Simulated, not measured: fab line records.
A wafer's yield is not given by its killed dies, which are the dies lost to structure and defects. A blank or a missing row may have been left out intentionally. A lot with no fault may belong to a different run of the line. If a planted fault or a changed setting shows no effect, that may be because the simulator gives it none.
Chamber matching	flow sky130	SKY_LI_CONTACT_ETCH_15 on rie diel-02: 4 sister chambers
The step etches PSG in C4F8/O2/Ar, stops on Si, target depth 600 nm. 16 wafers are shown with their chamber, then 8 later ones without.

## WAFERS, EACH WITH ITS CHAMBER
wafer	chamber	oes product au (a.u.)
L091.1	1	0.839
L091.2	3	0.834
L091.3	2	0.838
L091.4	0	0.834
L091.5	3	0.840
L091.6	2	0.842
L092.1	1	0.840
L092.2	0	0.837
L092.3	2	0.834
L092.4	3	0.851
L092.5	0	0.847
L092.6	3	0.843
L093.1	2	0.839
L093.2	3	0.843
L093.3	0	0.839
L093.4	1	0.830

SIGNATURES, as means of the wafers listed above
reading	chamber 0	chamber 1	chamber 2	chamber 3	scatter within a chamber
oes product au	0.83925	0.83633	0.83825	0.84220	0.0053
Rule: for a wafer and a chamber, the distance is found by dividing, reading by reading, the gap between the wafer's reading and the chamber's mean by the reading's scatter, squaring, summing and taking the root. The wafer belongs to the nearest chamber; if the next one is less than 2 further off, it can't be placed. How the scatter is found: for the shown wafers, subtract from each reading the mean of its chamber, square and add these, divide the total by (wafers less chambers), then take the root.

## WAFERS WITH NO CHAMBER GIVEN
wafer	oes product au (a.u.)
L093.5	0.841
L093.6	0.840
L094.1	0.830
L094.2	0.835
L094.3	0.836
L094.4	0.834
L094.5	0.836
L094.6	0.841

## EACH ONE'S CHAMBER
wafer	from the rows above	in truth
L093.5	can't be placed: 3 or 0 or 2 or 1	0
L093.6	can't be placed: 0 or 2 or 3 or 1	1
L094.1	can't be placed: 1 or 2 or 0 or 3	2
L094.2	can't be placed: 1 or 2 or 0 or 3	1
L094.3	can't be placed: 1 or 2 or 0 or 3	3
L094.4	can't be placed: 1 or 2 or 0 or 3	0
L094.5	can't be placed: 1 or 2 or 0 or 3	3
L094.6	can't be placed: 3 or 0 or 2 or 1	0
0 of 8 placed correctly. Can't be placed from these rows: 8 (the true chamber is among the candidates in 8). Placed wrongly: 0.
